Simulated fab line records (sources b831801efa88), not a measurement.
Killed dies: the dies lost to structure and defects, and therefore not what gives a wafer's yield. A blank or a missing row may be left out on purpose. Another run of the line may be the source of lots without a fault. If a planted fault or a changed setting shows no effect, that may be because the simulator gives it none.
Struck lot and sound lot, side by side    flow sfq_line    14 steps out of a route of 325
Sound: the wafers L122.1, L122.4, L122.5. Struck: wafer L114.1; the same lot's L114.2 was not struck, so it is left out; see the end for the cause.
At each step with rows: each side's tool, then ch and its chambers, then its first start. Under that, the readings that differ: sound wafers    struck wafers    difference of the means    sigmas: that difference in standard deviations of wafers without a fault.
alike: readings with means less than 2 such deviations apart, plus words and numbers identical on both sides. not compared: withheld readings, readings lacking a value on some wafer, bounds such as >300 that could conceal the same value, and numbers that have no deviation in the record and whose values overlap.
The two part at a step that has a row with sigmas, a row that says differs or no value, or rows on one side only. Non-overlapping numbers with no deviation appear without sigmas and do not part them. Lack of a reading on every wafer of one side parts them only where that side has two or more wafers.

first, 6 steps without rows for these wafers: SFQ_TRILAYER_M6_LITHO_COAT_164 (resist thk 62 nm); SFQ_TRILAYER_M6_LITHO_COAT_159 (resist thk 600 nm); SFQ_TRILAYER_M6_LITHO_SOFTBAKE_163; SFQ_TRILAYER_M6_LITHO_EXPOSE_160 (exposes mask M6, target cd 500 nm); SFQ_TRILAYER_M6_LITHO_PEB_162 (peb time 60 s); SFQ_TRILAYER_M6_LITHO_DEVELOP_161 (time 60 s).
SFQ_M6_OVL_MEAS_940:
  sound: overlay-01 at day 62 12:38; struck: overlay-02 at day 58 03:06
  alike: M6_OVL
SFQ_TRILAYER_M6_BARC_OPEN_METAL_ETCH_206: etches BARC in O2, target depth 125 nm, time 41.7 s.
  sound on rie_metal-01 ch 0,1, day 62 12:40; struck on rie_metal-04 ch 1, day 58 03:08
  alike: drypump_motor_current_A, oes_product_au
  not compared: rf_hours_counter_h
SFQ_TRILAYER_M6_ETCH_METAL_ETCH_162: etches Nb in Cl2/Ar, stops on SiO2, target depth 240 nm, time 120 s.
  sound on rie_metal-01 ch 0,1, day 62 12:44; struck on rie_metal-04 ch 1, day 58 03:12
  alike: drypump_motor_current_A, oes_product_au
  not compared: rf_hours_counter_h
SFQ_TRILAYER_M6_STRIP_STRIP_163: strips in O2.
  sound on rie_metal-01 ch 0,1, day 62 12:52; struck on rie_metal-04 ch 1, day 58 03:19
  alike: drypump_motor_current_A, oes_product_au
  not compared: rf_hours_counter_h
then, 1 step without rows for these wafers: SFQ_TRILAYER_M6_STRIP_SOLV_CLEAN_164 (cleans in NMP, time 600 s).
SFQ_TRILAYER_I6_DEP_PECVD_165: deposits SiO2 from SiH4/N2O, time 111.11 s, target thk 500 nm.
  sound on pecvd-01 ch 0, day 62 13:39; struck on pecvd-01 ch 2, day 58 04:06
reading                                              sound              struck  difference  sigmas
run_length_s (s)                                     139.5 139.4 139.5  117.2   -22.3       -37
model.SiO2_of_TRILAYER_I6_DEP_PECVD_165.thk_nm (nm)  496 507.8 504.1    403.7   -98.9       
  alike: heater_power_w, throttle_valve_pct
  not compared: since_wet_clean_h
SFQ_TRILAYER_I6_CMP_CMP_166: polishes SiO2.
  sound on cmp-02 ch 1,2,3, day 63 02:23; struck on cmp-02 ch 3, day 58 17:02
reading                 sound        struck  difference  sigmas
time_to_endpoint_s (s)  212 211 215  142     -71         -9
  alike: motor_current_A
SFQ_I6_BOW_MEAS_941:
  sound: film_metro-03 at day 63 04:53; struck: film_metro-01 at day 58 19:32
  alike: I6_BOW

== WHERE THEY PART ==
Earliest at SFQ_TRILAYER_I6_DEP_PECVD_165; latest, in this record, at SFQ_TRILAYER_I6_CMP_CMP_166. Later steps at which nothing parts them and some readings are alike: SFQ_I6_BOW_MEAS_941.

WHY: what had been put in by the simulator
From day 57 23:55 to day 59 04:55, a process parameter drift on pecvd-01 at SFQ_TRILAYER_I6_DEP_PECVD_165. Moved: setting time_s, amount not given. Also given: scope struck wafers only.
